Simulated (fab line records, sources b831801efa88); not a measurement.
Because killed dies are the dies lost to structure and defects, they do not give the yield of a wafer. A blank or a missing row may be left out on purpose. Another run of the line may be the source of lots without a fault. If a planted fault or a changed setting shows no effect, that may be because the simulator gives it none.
fab line records | flow sky130
record: lots: 12 | wafers: 36 | lastDay: 50
route steps=708 shown POLY_CUT@316 SD_P@324 PAD_OPEN@708
lots that met no fault: taken from a fault-free run of the same line
startH: start of the lot's first displayed wafer, in hours after the record's first day | waitH: hours elapsed since this lot's preceding step | " repeats the value in the row above | L1.1+2: one row covering several wafers at once | - no value, or no start was given | * or withheld: withheld | < > ~ a bound
route shown NAME@n: names a module that has steps shown in the file, with the first one's number in the route | usual: mean/standard deviation taken from wafers without a fault | same: alike in all rows | chamber/n: place in a boat | sites: readings site by site | _std_site: the standard deviation of these | _edge_site: inner sites' mean taken away from outer sites' mean | radiusMm: for every site, how far away it sits from the centre of the wafer | mask NAME#n: copy n | behind: the tool/chamber that last shaped the wafer | hold: why the lot went on hold/how many hours it stayed there/how the hold came to an end | device: which transistor (n, p or np) failed to switch | end of line: the same wafers' tests at the end of the route | for a step that has no rows: nothing shown but its recipe | killed: dies that structure and defects cost at the first sort, which is not the same as the wafer's yield | map: per-die view of a wafer (x killed, . not killed, _ where there is no die)
set.NAME: the run value of the setting; set.NAME@STEP: its run value at that earlier step | model.NAME: the simulator's own value behind a step, which no gauge read
steps of the route over a sample of lots; a table a step, a row a wafer
services: a tool's chamber out of use, with start hour (startH, from the record's first day; less than 0 if before it), hours out, and reason
== steps ==
step: SKY_POLY_CUT_OVL_MEAS_09
usual: POLY_CUT_OVL: -3/6.8
lot.wafer | tool       | chamber | startH | waitH | POLY_CUT_OVL[nm]
L645.1    | overlay-01 | -       | 573.51 | 0.1   | 2
L645.2    | "          | -       | "      | "     | -4
L645.5    | "          | -       | "      | "     | -3
L646.1    | overlay-01 | -       | 593.15 | 0.1   | -1
L646.2    | "          | -       | "      | "     | 2
L646.6    | "          | -       | "      | "     | 3
L648.2    | overlay-02 | -       | 602.09 | 0.1   | -8
L648.5    | "          | -       | "      | "     | -3
L648.6    | "          | -       | "      | "     | -13
L652.2    | overlay-02 | -       | 644.85 | 0.1   | -11
L652.3    | "          | -       | "      | "     | -6
L652.5    | "          | -       | "      | "     | -17
L654.3    | overlay-02 | -       | 653.46 | 0.1   | -12
L654.5    | "          | -       | "      | "     | -7
L654.6    | "          | -       | "      | "     | -17
L655.2    | overlay-02 | -       | 660.84 | 0.1   | -1
L655.4    | "          | -       | "      | "     | -4
L655.5    | "          | -       | "      | "     | -5
L656.3    | overlay-02 | -       | 681.62 | 0.1   | -5
L656.4    | "          | -       | "      | "     | -6
L656.6    | "          | -       | "      | "     | -2
L661.2    | overlay-01 | -       | 702.75 | 0.1   | -4
L661.5    | "          | -       | "      | "     | -16
L661.6    | "          | -       | "      | "     | -8
L662.3    | overlay-02 | -       | 707.40 | 0.1   | -7
L662.4    | "          | -       | "      | "     | -3
L662.5    | "          | -       | "      | "     | -7
L664.2    | overlay-02 | -       | 731.19 | 0.1   | 5
L664.5    | "          | -       | "      | "     | 5
L664.6    | "          | -       | "      | "     | 3
L665.1    | overlay-01 | -       | 742.61 | 0.1   | -2
L665.4    | "          | -       | "      | "     | -8
L665.5    | "          | -       | "      | "     | -2
L667.1    | overlay-01 | -       | 753.70 | 0.1   | 11
L667.4    | "          | -       | "      | "     | 3
L667.5    | "          | -       | "      | "     | 6
step: SKY_POLY_CUT_STRIP_12
recipe: chemistry: O2/N2 | powerW: 1400 | pressureMtorr: 1500 | platenTempC: withheld | o2FlowSccm: 3000 | n2FlowSccm: 300 | overashFraction: 0.5
usual: drypumpMotorCurrentA: 5.7/0.45 | oesProductAu: 0.453/0.0049 | stripTimeToEndpointS: 5.363/0.017
lot.wafer | tool           | chamber | startH | waitH | drypumpMotorCurrentA | oesProductAu | rfHoursCounterH | stripTimeToEndpointS
L645.1    | plasmaAsher-03 | 1       | 573.63 | 0.0   | 5.8                  | 0.456        | 14              | 5.383
L645.2    | "              | 0       | "      | "     | 6.7                  | 0.455        | 14              | 5.370
L645.5    | "              | 1       | "      | "     | 5.8                  | 0.454        | -               | 5.375
L646.1    | plasmaAsher-04 | 0       | 593.26 | 0.0   | 5.3                  | 0.459        | 76              | 5.369
L646.2    | "              | 1       | "      | "     | 5.8                  | 0.457        | 76              | 5.381
L646.6    | "              | 0       | "      | "     | 5.3                  | 0.455        | -               | 5.384
L648.2    | plasmaAsher-03 | 0       | 602.20 | 0.0   | 6.7                  | 0.451        | 17              | 5.392
L648.5    | "              | 0       | "      | "     | 6.7                  | 0.452        | -               | 5.354
L648.6    | "              | 1       | "      | "     | 5.8                  | 0.458        | -               | 5.356
L652.2    | plasmaAsher-04 | 1       | 644.96 | 0.0   | 5.9                  | 0.457        | 81              | 5.360
L652.3    | "              | 0       | "      | "     | 5.3                  | 0.460        | -               | 5.353
L652.5    | "              | 1       | "      | "     | 5.9                  | 0.455        | -               | 5.374
L654.3    | plasmaAsher-02 | 0       | 653.60 | 0.1   | 5.2                  | 0.462        | -               | 5.361
L654.5    | "              | 1       | "      | "     | 5.9                  | 0.450        | -               | 5.351
L654.6    | "              | 0       | "      | "     | 5.2                  | 0.447        | -               | 5.350
L655.2    | plasmaAsher-03 | 0       | 660.95 | 0.0   | 6.7                  | 0.454        | 23              | 5.373
L655.4    | "              | 0       | "      | "     | 6.8                  | 0.451        | -               | 5.338
L655.5    | "              | 1       | "      | "     | 5.8                  | 0.456        | -               | 5.370
L656.3    | plasmaAsher-03 | 0       | 681.76 | 0.1   | 6.8                  | 0.459        | -               | 5.345
L656.4    | "              | 1       | "      | "     | 5.8                  | 0.457        | -               | 5.349
L656.6    | "              | 1       | "      | "     | 5.9                  | 0.460        | -               | 5.347
L661.2    | plasmaAsher-02 | 0       | 702.86 | 0.0   | 5.2                  | 0.453        | 101             | 5.389
L661.5    | "              | 0       | "      | "     | 5.2                  | 0.448        | -               | 5.367
L661.6    | "              | 1       | "      | "     | 5.9                  | 0.452        | -               | 5.383
L662.3    | plasmaAsher-04 | 0       | 707.54 | 0.1   | 5.3                  | 0.466        | -               | 5.376
L662.4    | "              | 1       | "      | "     | 5.9                  | 0.448        | -               | 5.365
L662.5    | "              | 0       | "      | "     | 5.4                  | 0.455        | -               | 5.381
L664.2    | plasmaAsher-02 | 0       | 731.30 | 0.0   | 5.2                  | 0.442        | 104             | 5.360
L664.5    | "              | 0       | "      | "     | 5.2                  | 0.451        | -               | 5.346
L664.6    | "              | 1       | "      | "     | 5.9                  | 0.444        | -               | 5.354
L665.1    | plasmaAsher-04 | 1       | 742.73 | 0.0   | 5.9                  | 0.453        | 91              | 5.328
L665.4    | "              | 0       | "      | "     | 5.4                  | 0.458        | -               | 5.348
L665.5    | "              | 0       | "      | "     | 5.4                  | 0.451        | -               | 5.328
L667.1    | plasmaAsher-04 | 1       | 753.82 | 0.0   | 5.9                  | 0.449        | 92              | 5.342
L667.4    | "              | 1       | "      | "     | 5.9                  | 0.447        | -               | 5.328
L667.5    | "              | 0       | "      | "     | 5.3                  | 0.454        | -               | 5.349
step: SKY_SD_P_EXPOSE_04
recipe: maskId: PSDM | na: 0.6 | sourceShape: conventional | sigmaOuter: 0.6 | polarization: unpolarized | targetCdNm: 380 | doseMj: 138
usual: focusOffsetNm: 0.0/0.54 | reticleTempC: 22.97/0.12
lot.wafer | tool            | chamber | startH | waitH | mask      | focusOffsetNm | reticleTempC
L645.1    | ilineStepper-02 | 0       | 587.79 | -     | PSDM#0    | 0.3           | 22.87
L645.2    | "               | 0       | "      | "     | PSDM#0    | 0.4           | 22.79
L645.5    | "               | 0       | "      | "     | PSDM#0    | 0.2           | 22.99
L646.1    | ilineStepper-02 | 0       | 607.66 | -     | PSDM#0    | 0.3           | 22.95
L646.2    | "               | 0       | "      | "     | PSDM#0    | 0.1           | 22.90
L646.6    | "               | 0       | "      | "     | PSDM#0    | 0.2           | 22.90
L648.2    | ilineStepper-02 | 0       | 616.51 | -     | PSDM#0    | 0.2           | 22.83
L648.5    | "               | 0       | "      | "     | PSDM#0    | 1.1           | 22.93
L648.6    | "               | 0       | "      | "     | PSDM#0    | 0.1           | 23.07
L652.2    | ilineStepper-01 | 0       | 659.04 | -     | PSDM#0    | -0.3          | 22.99
L652.3    | "               | 0       | "      | "     | PSDM#0    | -1.3          | 23.07
L652.5    | "               | 0       | "      | "     | PSDM#0    | -0.6          | 22.97
L654.3    | ilineStepper-01 | 0       | 667.83 | -     | PSDM#0    | 0.1           | 22.96
L654.5    | "               | 0       | "      | "     | PSDM#0    | -0.6          | 22.82
L654.6    | "               | 0       | "      | "     | PSDM#0    | -0.2          | 23.05
L655.2    | ilineStepper-02 | 0       | 675.36 | -     | PSDM_R1#0 | -0.1          | 23.01
L655.4    | "               | 0       | "      | "     | PSDM_R1#0 | 0.1           | 22.76
L655.5    | "               | 0       | "      | "     | PSDM_R1#0 | 0.6           | 22.89
L656.3    | ilineStepper-01 | 0       | 696.51 | -     | PSDM#0    | 0.0           | 23.08
L656.4    | "               | 0       | "      | "     | PSDM#0    | 0.3           | 23.07
L656.6    | "               | 0       | "      | "     | PSDM#0    | 0.0           | 23.21
L661.2    | ilineStepper-01 | 0       | 717.36 | -     | PSDM#0    | 0.6           | 22.88
L661.5    | "               | 0       | "      | "     | PSDM#0    | 0.4           | 22.72
L661.6    | "               | 0       | "      | "     | PSDM#0    | 0.2           | 22.88
L662.3    | ilineStepper-02 | 0       | 721.73 | -     | PSDM#0    | -0.2          | 23.06
L662.4    | "               | 0       | "      | "     | PSDM#0    | -0.8          | 22.97
L662.5    | "               | 0       | "      | "     | PSDM#0    | -0.7          | 23.16
L664.2    | ilineStepper-02 | 0       | 745.01 | -     | PSDM#0    | -0.6          | 22.96
L664.5    | "               | 0       | "      | "     | PSDM#0    | 0.1           | 22.91
L664.6    | "               | 0       | "      | "     | PSDM#0    | -0.2          | 23.12
L665.1    | ilineStepper-02 | 0       | 757.47 | -     | PSDM#0    | -0.3          | 22.88
L665.4    | "               | 0       | "      | "     | PSDM#0    | -0.7          | 22.73
L665.5    | "               | 0       | "      | "     | PSDM#0    | -0.2          | 23.05
L667.1    | ilineStepper-01 | 0       | 766.62 | -     | PSDM#0    | 0.4           | 22.93
L667.4    | "               | 0       | "      | "     | PSDM#0    | 0.0           | 22.81
L667.5    | "               | 0       | "      | "     | PSDM#0    | 0.0           | 22.90
step: SKY_SD_P_CD_MEAS_07
recipe: targetCdNm: 380
usual: cdNm: 380.0/2.6
lot.wafer | tool     | chamber | startH | waitH | cdNm
L645.1    | cdSem-02 | -       | 602.27 | 0.1   | 377.2
L645.2    | "        | -       | "      | "     | 377.7
L645.5    | "        | -       | "      | "     | 378.7
L646.1    | cdSem-01 | -       | 621.51 | 0.1   | 375.3
L646.2    | "        | -       | "      | "     | 375.8
L646.6    | "        | -       | "      | "     | 375.8
L648.2    | cdSem-02 | -       | 630.23 | 0.1   | 377.6
L648.5    | "        | -       | "      | "     | 380.7
L648.6    | "        | -       | "      | "     | 380.1
L652.2    | cdSem-01 | -       | 673.38 | 0.1   | 376.6
L652.3    | "        | -       | "      | "     | 377.2
L652.5    | "        | -       | "      | "     | 378.1
L654.3    | cdSem-01 | -       | 681.85 | 0.1   | 382.5
L654.5    | "        | -       | "      | "     | 378.9
L654.6    | "        | -       | "      | "     | 382.1
L655.2    | cdSem-02 | -       | 689.86 | 0.1   | 411.2
L655.4    | "        | -       | "      | "     | 411.0
L655.5    | "        | -       | "      | "     | 409.6
L656.3    | cdSem-01 | -       | 710.10 | 0.1   | 382.0
L656.4    | "        | -       | "      | "     | 383.2
L656.6    | "        | -       | "      | "     | 380.4
L661.2    | cdSem-01 | -       | 731.44 | 0.1   | 378.7
L661.5    | "        | -       | "      | "     | 378.8
L661.6    | "        | -       | "      | "     | 381.5
L662.3    | cdSem-02 | -       | 735.16 | 0.1   | 380.2
L662.4    | "        | -       | "      | "     | 381.8
L662.5    | "        | -       | "      | "     | 382.4
L664.2    | cdSem-02 | -       | 758.69 | 0.1   | 377.6
L664.5    | "        | -       | "      | "     | 380.4
L664.6    | "        | -       | "      | "     | 378.8
L665.1    | cdSem-01 | -       | 770.02 | 0.1   | 383.1
L665.4    | "        | -       | "      | "     | 383.5
L665.5    | "        | -       | "      | "     | 383.9
L667.1    | cdSem-01 | -       | 779.27 | 0.1   | 378.6
L667.4    | "        | -       | "      | "     | 378.5
L667.5    | "        | -       | "      | "     | 380.6
step: SKY_SD_N_RS_MEAS_17
recipe: thkMeasGauge: four-point-probe
usual: SD_P_RS: 147.1/0.39
lot.wafer | tool         | chamber | startH | waitH | SD_P_RS[ohm/sq]
L645.1    | filmMetro-03 | -       | 660.49 | 0.1   | 147.4
L645.2    | "            | -       | "      | "     | 147.5
L645.5    | "            | -       | "      | "     | 147.6
L646.1    | filmMetro-01 | -       | 679.47 | 0.1   | 147.3
L646.2    | "            | -       | "      | "     | 147.2
L646.6    | "            | -       | "      | "     | 147.1
L648.2    | filmMetro-01 | -       | 688.25 | 0.1   | 147.4
L648.5    | "            | -       | "      | "     | 147.4
L648.6    | "            | -       | "      | "     | 147.3
L652.2    | filmMetro-04 | -       | 731.10 | 0.1   | 146.7
L652.3    | "            | -       | "      | "     | 146.9
L652.5    | "            | -       | "      | "     | 147.0
L654.3    | filmMetro-01 | -       | 739.02 | 0.1   | 147.3
L654.5    | "            | -       | "      | "     | 147.3
L654.6    | "            | -       | "      | "     | 147.7
L655.2    | filmMetro-01 | -       | 747.50 | 0.1   | 147.2
L655.4    | "            | -       | "      | "     | 147.3
L655.5    | "            | -       | "      | "     | 147.4
L656.3    | filmMetro-03 | -       | 765.96 | 0.1   | 147.7
L656.4    | "            | -       | "      | "     | 147.5
L656.6    | "            | -       | "      | "     | 147.8
L661.2    | filmMetro-03 | -       | 786.25 | 0.1   | 147.4
L661.5    | "            | -       | "      | "     | 146.9
L661.6    | "            | -       | "      | "     | 147.0
L662.3    | filmMetro-04 | -       | 790.56 | 0.1   | 147.2
L662.4    | "            | -       | "      | "     | 147.2
L662.5    | "            | -       | "      | "     | 146.8
L664.2    | filmMetro-01 | -       | 813.01 | 0.1   | 147.6
L664.5    | "            | -       | "      | "     | 147.3
L664.6    | "            | -       | "      | "     | 147.3
L665.1    | filmMetro-01 | -       | 824.98 | 0.1   | 147.0
L665.4    | "            | -       | "      | "     | 146.5
L665.5    | "            | -       | "      | "     | 146.6
L667.1    | filmMetro-03 | -       | 834.17 | 0.1   | 146.8
L667.4    | "            | -       | "      | "     | 147.6
L667.5    | "            | -       | "      | "     | 146.7
step: SKY_PAD_OPEN_PROBE_99
usual: killed_at_M0_to_M3: 43/6.5 | killed_at_M4_up: 3.2/1.9 | killedAtContacts: 25/5.5 | killedAtFrontEnd: 14/4.2 | killedAtOther: 0.2/0.44 | killedDies: 85/8.5 | killedOpen: 47/7 | killedShort: 39/6.3
same: grossDies: 492 | killedAtBackSide: 0
lot.wafer | tool      | chamber | startH  | waitH | killed_at_M0_to_M3 | killed_at_M4_up | killedAtContacts | killedAtFrontEnd | killedAtOther | killedDies | killedOpen | killedShort
L646.1    | prober-02 | -       | 1102.99 | 0.1   | 39                 | 6               | 26               | 14               | 1             | 86         | 43         | 43
L646.2    | prober-02 | -       | 1103.04 | 0.1   | 39                 | 5               | 35               | 18               | 0             | 97         | 66         | 31
L646.6    | prober-02 | -       | 1103.24 | 0.2   | 40                 | 3               | 31               | 17               | 0             | 91         | 48         | 43
L656.3    | prober-02 | -       | 1164.87 | 0.2   | 49                 | 5               | 26               | 19               | 0             | 99         | 50         | 49
L656.4    | prober-02 | -       | 1164.92 | 0.2   | 40                 | 5               | 25               | 12               | 0             | 82         | 43         | 39
L656.6    | prober-02 | -       | 1165.02 | 0.2   | 47                 | 0               | 20               | 18               | 1             | 86         | 48         | 38
L662.3    | prober-02 | -       | 1181.99 | 0.2   | 40                 | 1               | 25               | 7                | 0             | 73         | 41         | 32
L662.4    | prober-02 | -       | 1182.04 | 0.2   | 34                 | 4               | 28               | 11               | 0             | 77         | 43         | 34
L662.5    | prober-02 | -       | 1182.09 | 0.2   | 46                 | 3               | 24               | 13               | 0             | 86         | 49         | 37
L664.2    | prober-02 | -       | 1193.15 | 0.1   | 39                 | 6               | 21               | 19               | 0             | 85         | 45         | 40
L664.5    | prober-02 | -       | 1193.30 | 0.2   | 31                 | 2               | 29               | 24               | 0             | 86         | 49         | 37
L664.6    | prober-02 | -       | 1193.35 | 0.2   | 41                 | 1               | 24               | 13               | 0             | 79         | 40         | 39
killed by level:class
L646.1 VIA1:geometricParticle:open=11 LI_CONTACT:geometricParticle:open=8 CONTACT:geometricParticle:open=8 METAL1:geometricParticle:short=7 CONTACT:geometricParticle:short=5 VIA3:geometricParticle:open=5 POLY_CUT:geometricParticle:short=4 LI_CONTACT:geometricParticle:short=4
L646.2 CONTACT:geometricParticle:open=18 VIA1:geometricParticle:open=13 LI_CONTACT:geometricParticle:open=10 VIA2:geometricParticle:open=6 FIELD_ISO:geometricParticle:short=5 POLY_GATE:geometricParticle:open=5 FIELD_ISO:geometricParticle:open=4 METAL3:geometricParticle:short=4
L646.6 VIA2:geometricParticle:open=11 CONTACT:geometricParticle:open=10 LI_CONTACT:geometricParticle:open=7 METAL2:geometricParticle:short=7 FIELD_ISO:geometricParticle:short=5 CONTACT:geometricParticle:short=5 METAL1:geometricParticle:short=5 FIELD_ISO:geometricParticle:open=4
L656.3 VIA1:geometricParticle:open=12 CONTACT:geometricParticle:open=10 CONTACT:geometricParticle:short=8 METAL1:geometricParticle:short=8 VIA3:geometricParticle:open=6 VIA1:geometricParticle:short=6 VIA2:geometricParticle:open=6 FIELD_ISO:geometricParticle:open=5
L656.4 VIA1:geometricParticle:open=10 LI_CONTACT:geometricParticle:open=7 VIA3:geometricParticle:open=7 CONTACT:geometricParticle:open=6 VIA2:geometricParticle:open=5 LOCAL_INTERCONNECT:geometricParticle:short=5 METAL2:geometricParticle:short=5 LI_CONTACT:geometricParticle:short=4
L656.6 VIA1:geometricParticle:open=13 CONTACT:geometricParticle:open=9 VIA1:geometricParticle:short=9 VIA2:geometricParticle:open=7 VIA2:geometricParticle:short=5 VIA3:geometricParticle:open=5 FIELD_ISO:geometricParticle:short=4 LI_CONTACT:geometricParticle:open=4
L662.3 VIA1:geometricParticle:open=11 CONTACT:geometricParticle:open=9 LI_CONTACT:geometricParticle:open=7 VIA1:geometricParticle:short=5 METAL1:geometricParticle:short=4 METAL2:geometricParticle:short=4 VIA2:geometricParticle:open=4 VIA3:geometricParticle:short=4
L662.4 CONTACT:geometricParticle:open=11 VIA2:geometricParticle:open=8 CONTACT:geometricParticle:short=7 VIA1:geometricParticle:open=7 METAL2:geometricParticle:short=7 VIA3:geometricParticle:open=6 LOCAL_INTERCONNECT:geometricParticle:short=4 FIELD_ISO:geometricParticle:open=3
L662.5 VIA1:geometricParticle:open=10 CONTACT:geometricParticle:open=9 VIA3:geometricParticle:open=7 VIA2:geometricParticle:open=7 POLY_GATE:geometricParticle:short=5 LI_CONTACT:geometricParticle:open=5 METAL1:geometricParticle:short=5 VIA1:geometricParticle:short=5
L664.2 VIA1:geometricParticle:open=10 FIELD_ISO:geometricParticle:open=8 LI_CONTACT:geometricParticle:open=7 CONTACT:geometricParticle:open=7 METAL1:geometricParticle:short=5 VIA1:geometricParticle:short=5 METAL2:geometricParticle:short=5 POLY_GATE:geometricParticle:open=4
L664.5 CONTACT:geometricParticle:open=11 VIA1:geometricParticle:open=9 POLY_GATE:geometricParticle:open=8 CONTACT:geometricParticle:short=8 METAL2:geometricParticle:short=7 VIA2:geometricParticle:open=7 POLY_GATE:geometricParticle:short=6 LI_CONTACT:geometricParticle:open=6
L664.6 VIA1:geometricParticle:open=11 VIA2:geometricParticle:open=7 CONTACT:geometricParticle:short=7 CONTACT:geometricParticle:open=7 POLY_GATE:geometricParticle:short=6 LI_CONTACT:geometricParticle:open=5 METAL2:geometricParticle:short=5 VIA1:geometricParticle:short=4
== services ==
tool            | chamber | startH | hours | kind
ilineStepper-01 | -       | 560.21 | 1.7   | pm
plasmaAsher-02  | -       | 606.63 | 0.4   | repair
ilineStepper-02 | -       | 656.47 | 4.4   | pm
ilineStepper-02 | -       | 675.97 | 1.7   | pm
plasmaAsher-02  | -       | 678.21 | 2.9   | repair
plasmaAsher-02  | -       | 733.75 | 9.0   | pm
plasmaAsher-02  | 0       | 733.75 | 9.0   | ventCycle
plasmaAsher-02  | 1       | 733.75 | 9.0   | ventCycle
plasmaAsher-03  | -       | 741.45 | 3.0   | repair
plasmaAsher-02  | 0       | 742.75 | -     | clean
plasmaAsher-02  | 1       | 742.75 | -     | clean
== key ==
firstSign: step: SKY_SD_P_EXPOSE_04 | reading: mask | direction: changed
effect: step: SKY_SD_P_CD_MEAS_07 | reading: cdNm | direction: up | sigmas: 12 | usual: 380.0 | struck: 410.6
metAt SKY_SD_P_EXPOSE_04
struckLots L655
testerLeftOut L655
notActingAt SKY_POLY_CUT_OVL_MEAS_09,SKY_POLY_CUT_STRIP_12,SKY_SD_N_RS_MEAS_17
onsetBetween 616.51 675.36
fault: kind: wrongMask | tool: any | chamber: - | onsetH: 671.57 | steps: SKY_SD_P_EXPOSE_04 | auxCopy: PSDM_R1#0 | cdOffsetNm: 27 | scope: struckLotsOnly
testerLeftOut: of these lots the tester's yield and bins aren't shown, on N5 and GAA mostly nor the transistor test; their killed dies are dies lost to structure and defects alone, not to doping, threshold or leakage, so they don't give the yield
